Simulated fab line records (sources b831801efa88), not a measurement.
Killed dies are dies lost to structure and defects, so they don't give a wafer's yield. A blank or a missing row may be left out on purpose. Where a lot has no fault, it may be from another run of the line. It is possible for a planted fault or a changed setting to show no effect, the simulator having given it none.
Chamber matching :: flow gf180mcu :: GF_CONTACT_CMP_27 on cmp-02: 4 sister chambers
The step polishes, stops on SiO2, t overpolish 15 s, target thk 0 nm. 8 wafers are shown with their chamber, then 6 later ones without.

WAFERS PAIRED WITH THEIR CHAMBERS
wafer: L895.6
chamber: 1
motorCurrentA (A): 10.0
timeToEndpointS (s): 77

wafer: L900.4
chamber: 0
motorCurrentA (A): 12.2
timeToEndpointS (s): 70

wafer: L900.5
chamber: 2
motorCurrentA (A): 13.9
timeToEndpointS (s): 69

wafer: L902.1
chamber: 0
motorCurrentA (A): 12.2
timeToEndpointS (s): 73

wafer: L902.4
chamber: 3
motorCurrentA (A): 11.4
timeToEndpointS (s): 71

wafer: L902.6
chamber: 3
motorCurrentA (A): 10.8
timeToEndpointS (s): 74

wafer: L904.1
chamber: 2
motorCurrentA (A): 13.3
timeToEndpointS (s): 69

wafer: L904.2
chamber: 1
motorCurrentA (A): 9.9
timeToEndpointS (s): 73

WAFERS WITH NO CHAMBER GIVEN
wafer: L904.4
motorCurrentA (A): 11.9
timeToEndpointS (s): 74

wafer: L911.1
motorCurrentA (A): 11.1
timeToEndpointS (s): 76

wafer: L911.2
motorCurrentA (A): 11.8
timeToEndpointS (s): 64

wafer: L911.3
motorCurrentA (A): 13.9
timeToEndpointS (s): 75

wafer: L912.2
motorCurrentA (A): 9.8
timeToEndpointS (s): 62

wafer: L912.6
motorCurrentA (A): 11.7
timeToEndpointS (s): 60

WHICH CHAMBER EACH ONE RAN IN
wafer: L904.4
from the rows above: can't be placed: 0 or 3
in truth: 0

wafer: L911.1
from the rows above: 3
in truth: 3

wafer: L911.2
from the rows above: can't be placed: 0 or 3
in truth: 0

wafer: L911.3
from the rows above: 2
in truth: 2

wafer: L912.2
from the rows above: can't be placed: 1 or 3
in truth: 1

wafer: L912.6
from the rows above: can't be placed: 0 or 3 or 2
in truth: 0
Correct placement for 2 of the 6. From these rows, 4 cannot be placed; in 4 the true chamber is one of the candidates. Number placed wrongly: 0.
How it was worked out, from the rows above alone: a wafer's distance from a chamber is the root of the sum, over the readings, of the square of ((its reading less the chamber's mean) divided by the reading's scatter). If the next closest chamber is less than 2 further off than the closest, the wafer can't be placed; otherwise it belongs to the closest. A chamber's mean is the mean of its shown wafers. How the scatter is found: for the shown wafers, subtract from each reading the mean of its chamber, square and add these, divide the total by (wafers less chambers), then take the root.
